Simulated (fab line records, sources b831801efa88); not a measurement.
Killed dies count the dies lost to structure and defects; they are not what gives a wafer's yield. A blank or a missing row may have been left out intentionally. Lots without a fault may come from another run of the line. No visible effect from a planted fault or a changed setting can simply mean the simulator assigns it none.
Which tool did it?    flow gf180mcu    36 wafers from 12 lots sampled at 5 of the route's 602 steps

## WHAT EACH GAUGE READ, for each wafer
GF_M3_RS_MEAS_05: a four-point-probe measurement. Usual: M3_ALCU_RS typically reads 0.0697 ohm/sq, with standard deviation 0.00083.
lot   measured      on             M3_ALCU_RS (ohm/sq)                        flag
L216  day 20 16:27  film_metro-01  0.0703 0.0704 0.0702                       
L217  day 20 22:04  film_metro-01  0.0699 0.0696 0.0703                       
L219  day 21 22:04  film_metro-02  0.0699 0.0691 0.0687                       
L220  day 22 05:31  film_metro-02  0.0701 0.0697 0.0703                       
L222  day 22 20:31  film_metro-02  0.0710 0.0703 0.0711                       
L224  day 23 17:55  film_metro-01  0.0686 0.0691 0.0683                       
L225  day 24 00:22  film_metro-01  0.0692 0.0688 0.0696                       
L232  day 26 10:08  film_metro-02  0.0703 0.0707 0.0697 0.0703 0.0707 0.0697  
L234  day 27 00:07  film_metro-01  0.0695 0.0682 0.0693                       
L235  day 27 06:14  film_metro-01  0.0695 0.0695 0.0685                       
L236  day 27 13:35  film_metro-02  0.0699 0.0694 0.0706                       
L238  day 28 01:23  film_metro-02  0.0712 0.0714 0.0711                       

## TOOL THAT RAN EACH LOT (tool first, then ch and the chambers of the sampled wafers, then the start)
lot   GF_M2_SPUTTER_03              GF_V2_ETCH_17                                  GF_V2_SPUTTER_21              GF_M3_SPUTTER_04
L216  pvd_sputter-02, day 18 13:02  rie_diel-03 ch 0,1, day 20 15:30 or earlier    pvd_sputter-02, day 20 15:30  pvd_sputter-04, day 20 16:22
L217  pvd_sputter-04, day 18 18:41  rie_diel-02 ch 0,1,2, day 20 21:08 or earlier  pvd_sputter-03, day 20 21:08  pvd_sputter-02, day 20 22:01
L219  pvd_sputter-03, day 19 18:28  rie_diel-02 ch 0,1,3, day 21 21:08 or earlier  pvd_sputter-03, day 21 21:08  pvd_sputter-04, day 21 22:01
L220  pvd_sputter-02, day 20 02:18  rie_diel-02 ch 0,3, day 22 04:35 or earlier    pvd_sputter-01, day 22 04:35  pvd_sputter-02, day 22 05:27
L222  pvd_sputter-04, day 20 18:02  rie_diel-01 ch 1,3, day 22 19:34 or earlier    pvd_sputter-03, day 22 19:34  pvd_sputter-04, day 22 20:28
L224  pvd_sputter-04, day 21 15:49  rie_diel-03 ch 1,2,3, day 23 17:01 or earlier  pvd_sputter-01, day 23 17:01  pvd_sputter-01, day 23 17:53
L225  pvd_sputter-02, day 21 23:24  rie_diel-03 ch 2,3, day 23 23:23 or earlier    pvd_sputter-03, day 23 23:23  pvd_sputter-02, day 24 00:17
L232  pvd_sputter-04, day 24 12:46  rie_diel-02 ch 1,2,3, day 26 09:10 or earlier  pvd_sputter-01, day 26 09:10  pvd_sputter-02, day 26 10:05
L234  pvd_sputter-04, day 25 02:03  rie_diel-02 ch 0,1,2, day 26 23:10 or earlier  pvd_sputter-02, day 26 23:10  pvd_sputter-01, day 27 00:02
L235  pvd_sputter-02, day 25 07:56  rie_diel-02 ch 0,1, day 27 05:19 or earlier    pvd_sputter-03, day 27 05:19  pvd_sputter-04, day 27 06:11
L236  pvd_sputter-04, day 25 17:27  rie_diel-03 ch 0,2, day 27 12:39 or earlier    pvd_sputter-03, day 27 12:39  pvd_sputter-04, day 27 13:32
L238  pvd_sputter-02, day 26 05:51  rie_diel-02 ch 1,2, day 28 00:22 or earlier    pvd_sputter-03, day 28 00:22  pvd_sputter-04, day 28 01:19
- GF_M2_SPUTTER_03: material Ti, target thk 10 nm, time 6.7 s.
- GF_V2_ETCH_17: etches SiO2 in C4F8/O2/Ar, stops on TiN, target depth 630 nm.
- GF_V2_SPUTTER_21: material Ti, target thk 15 nm, time 80.02 s.
- GF_M3_SPUTTER_04: material TiN, target thk 50 nm, time 41.7 s.

## WHAT THE TOOLS THEMSELVES READ (means of the sampled wafers that have a number; where no wafer has one, the mark that the record gives instead)
GF_M2_SPUTTER_03. Usual: throttle_valve_pct 30.1 %, standard deviation 1.
lot   tool            throttle_valve_pct (%)  flag
L216  pvd_sputter-02  29.8                    
L217  pvd_sputter-04  30.0                    
L219  pvd_sputter-03  30.2                    
L220  pvd_sputter-02  30.6                    
L222  pvd_sputter-04  29.9                    
L224  pvd_sputter-04  30.3                    
L225  pvd_sputter-02  30.6                    
L232  pvd_sputter-04  29.2                    
L234  pvd_sputter-04  29.5                    
L235  pvd_sputter-02  30.0                    
L236  pvd_sputter-04  29.6                    
L238  pvd_sputter-02  29.8                    

GF_V2_ETCH_17. Usual: bias_w 1200 W, standard deviation 3.5; oes_product_au 0.855 a.u., standard deviation 0.0047.
lot   tool         bias_w (W)  oes_product_au (a.u.)  flag
L216  rie_diel-03  1207        0.854                  
L217  rie_diel-02  1201        0.862                  
L219  rie_diel-02  1195        0.862                  
L220  rie_diel-02  1201        0.856                  
L222  rie_diel-01  1201        0.856                  
L224  rie_diel-03  1198        0.855                  
L225  rie_diel-03  1196        0.853                  
L232  rie_diel-02  1200        0.856                  
L234  rie_diel-02  1200        0.858                  
L235  rie_diel-02  1202        0.857                  
L236  rie_diel-03  1198        0.854                  
L238  rie_diel-02  1199        0.857                  

GF_V2_SPUTTER_21. Usual: throttle_valve_pct 30.3 %, standard deviation 0.99.
lot   tool            throttle_valve_pct (%)  flag
L216  pvd_sputter-02  30.8                    
L217  pvd_sputter-03  29.9                    
L219  pvd_sputter-03  30.0                    
L220  pvd_sputter-01  30.5                    
L222  pvd_sputter-03  29.2                    
L224  pvd_sputter-01  30.7                    
L225  pvd_sputter-03  29.0                    
L232  pvd_sputter-01  30.0                    
L234  pvd_sputter-02  29.2                    
L235  pvd_sputter-03  30.3                    
L236  pvd_sputter-03  30.3                    
L238  pvd_sputter-03  30.8                    

GF_M3_SPUTTER_04. Usual: throttle_valve_pct 30.2 %, standard deviation 0.89.
lot   tool            throttle_valve_pct (%)  flag
L216  pvd_sputter-04  30.0                    
L217  pvd_sputter-02  30.0                    
L219  pvd_sputter-04  30.9                    
L220  pvd_sputter-02  30.2                    
L222  pvd_sputter-04  29.6                    
L224  pvd_sputter-01  30.4                    
L225  pvd_sputter-02  30.4                    
L232  pvd_sputter-02  30.4                    
L234  pvd_sputter-01  29.9                    
L235  pvd_sputter-04  30.2                    
L236  pvd_sputter-04  30.6                    
L238  pvd_sputter-04  29.8                    

## THE ANSWER, worked out from the rows above alone
Rule: take the mean of a lot's wafers that have a number; if it is more than 3 standard deviations from the usual mean, the lot is off. A lot without any number at a reading at which 4 lots or more have one is off too. The other lots that the step has rows for count as sound. After the gauges, taken in route order, come the tools' own readings; for these a lot's mean is taken, as printed above. At the first step where some lot is off, the reading lying furthest off is the one used; lots without a number count as furthest.
No lot is off on any of the readings shown, so nothing can be concluded from this.

## WHAT WAS PUT IN BY THE SIMULATOR
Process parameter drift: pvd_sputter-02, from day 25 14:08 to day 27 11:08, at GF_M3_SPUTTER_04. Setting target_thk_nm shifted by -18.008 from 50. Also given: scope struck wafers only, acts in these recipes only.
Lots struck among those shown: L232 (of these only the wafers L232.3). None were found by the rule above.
